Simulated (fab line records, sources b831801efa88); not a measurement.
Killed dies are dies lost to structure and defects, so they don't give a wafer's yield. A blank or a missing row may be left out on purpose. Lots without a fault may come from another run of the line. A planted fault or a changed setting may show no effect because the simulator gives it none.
Which tool did it? | flow gf180mcu | 6 lots, 17 wafers sampled, at 3 steps of a route of 602

WHAT THE GAUGES READ, wafer by wafer
GF_V1_CD_MEAS_14: target cd 260 nm.
lot  | measured     | on        | cd_nm (nm)
L553 | day 19 17:31 | cd_sem-02 | 259.6 261.1 260.2
L557 | day 21 03:07 | cd_sem-02 | 260.6 261.1 264.0
L558 | day 21 09:25 | cd_sem-02 | 260.6 264.4
L565 | day 23 16:09 | cd_sem-02 | 261.9 260.9 259.8
L568 | day 24 20:52 | cd_sem-02 | 261.4 262.2 260.7
L570 | day 25 12:57 | cd_sem-01 | 261.5 262.1 262.2

WHICH TOOL RAN EACH LOT (tool, then ch and the chambers of the sampled wafers, then the start)
lot  | GF_M1_STRIP_17                       | GF_V1_PEB_12
L553 | plasma_asher-01 ch 0,1, day 18 15:47 | litho_track-03 ch 0, day 19 17:11
L557 | plasma_asher-02 ch 0,1, day 20 02:25 | litho_track-03 ch 0, day 21 02:48
L558 | plasma_asher-01 ch 1, day 20 07:45   | litho_track-03 ch 0, day 21 09:06
L565 | plasma_asher-01 ch 0,1, day 22 16:04 | litho_track-04 ch 0, day 23 15:48
L568 | plasma_asher-01 ch 0,1, day 23 21:37 | litho_track-03 ch 0, day 24 20:32
L570 | plasma_asher-03 ch 0,1, day 24 13:55 | litho_track-04 ch 0, day 25 12:36
- GF_M1_STRIP_17: strips in O2/N2.
- GF_V1_PEB_12: peb time 90 s.

THE ANSWER, worked out from the rows above alone
Rule: what is usual is taken from the lots themselves. Put in order of their means at a reading, lots are off if they are a third of the lots or fewer, leave a main group of 4 or more, and stand apart from it by a gap of 3 or more times the standard deviation of the main group's means; of several such gaps the widest counts. A main group whose means are all the same, to the digits that the tables above print for the reading, isn't used. A lot without any number at a reading at which 4 lots or more have one is off too. The other lots that the step has rows for count as sound.
No lot is off at any reading shown: from this, nothing can be told.

WHAT THE SIMULATOR HAD PUT IN
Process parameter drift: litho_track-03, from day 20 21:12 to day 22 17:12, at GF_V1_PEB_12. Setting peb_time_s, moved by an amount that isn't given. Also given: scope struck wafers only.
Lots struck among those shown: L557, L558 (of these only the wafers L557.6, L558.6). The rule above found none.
